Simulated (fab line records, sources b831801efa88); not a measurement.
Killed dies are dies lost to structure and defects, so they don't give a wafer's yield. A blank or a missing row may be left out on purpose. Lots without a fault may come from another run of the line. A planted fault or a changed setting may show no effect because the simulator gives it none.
Which tool did it? | flow sky130 | 7 lots, 19 wafers sampled, at 1 step of a route of 708

WHAT THE GAUGES READ, wafer by wafer
SKY_SD_N_RS_MEAS_18: measures by four-point-probe.
lot  | measured     | on            | RES_XHIGH_RS (ohm/sq)
L195 | day 30 09:38 | film_metro-04 | 334.9
L196 | day 30 18:31 | film_metro-01 | 332.5 332.9 331.7
L201 | day 32 09:47 | film_metro-04 | 333.9 334.9 335.9
L204 | day 33 03:26 | film_metro-04 | 333.9 334.5 332.9
L206 | day 33 17:26 | film_metro-04 | 332.9 333.6 334.3
L207 | day 34 08:40 | film_metro-01 | 332.3 331.9 331.6
L210 | day 35 01:09 | film_metro-04 | 333.2 334.4 334.1

WHICH TOOL RAN EACH LOT (tool, then ch and the chambers of the sampled wafers, then the start)
The record holds no process step before these readings.

THE ANSWER, worked out from the rows above alone
Rule: what is usual is taken from the lots themselves. Put in order of their means at a reading, lots are off if they are a third of the lots or fewer, leave a main group of 4 or more, and stand apart from it by a gap of 3 or more times the standard deviation of the main group's means; of several such gaps the widest counts. A main group whose means are all the same, to the digits that the tables above print for the reading, isn't used. A lot without any number at a reading at which 4 lots or more have one is off too. The other lots that the step has rows for count as sound.
No lot is off at any reading shown: from this, nothing can be told.

WHAT THE SIMULATOR HAD PUT IN
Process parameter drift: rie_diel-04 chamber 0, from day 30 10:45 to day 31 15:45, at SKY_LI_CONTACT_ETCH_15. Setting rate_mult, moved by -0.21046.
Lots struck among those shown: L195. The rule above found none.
